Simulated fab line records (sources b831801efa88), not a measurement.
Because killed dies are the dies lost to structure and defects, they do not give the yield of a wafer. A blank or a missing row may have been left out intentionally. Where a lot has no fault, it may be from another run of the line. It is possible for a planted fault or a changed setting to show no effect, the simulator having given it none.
Chamber matching    flow gf180mcu    GF_MIM_CVD_05 on pecvd-01 has 3 sister chambers
The step deposits Si3N4, target thk 42 nm, time 29.086 s. 6 wafers are shown with their chamber, then 7 later ones without.

## WAFERS PAIRED WITH THEIR CHAMBERS
wafer   chamber  heater power w (W)  run length s (s)
L927.4  1        672                 57.4
L927.5  0        673                 56.4
L927.6  2        524                 57.3
L930.2  2        578                 57.0
L930.3  1        748                 57.3
L930.6  0        660                 56.7

## WAFERS WITH NO CHAMBER GIVEN
wafer   heater power w (W)  run length s (s)
L931.3  480                 57.1
L931.4  663                 56.4
L931.6  485                 57.2
L936.3  537                 57.3
L936.4  733                 56.6
L936.6  740                 56.5
L939.3  717                 56.5

## WHICH CHAMBER EACH ONE RAN IN
wafer    from the rows above   in truth
L931.3   2                     2
L931.4   0                     0
L931.6   2                     2
L936.3   2                     2
L936.4   0                     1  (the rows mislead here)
L936.6   0                     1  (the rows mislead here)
L939.3   0                     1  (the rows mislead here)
Placed correctly: 4 of 7. Number that these rows cannot place: 0. Placed wrongly: 3.
How it was worked out, from the rows above alone: a wafer's distance from a chamber is the root of the sum, over the readings, of the square of ((its reading less the chamber's mean) divided by the reading's scatter). The wafer belongs to the nearest chamber; if the next one is less than 2 further off, it can't be placed. Each chamber's mean is taken over the wafers shown for it. The scatter: the root of (the sum of the squares of (reading less its chamber's mean) over the shown wafers, divided by (wafers less chambers)).
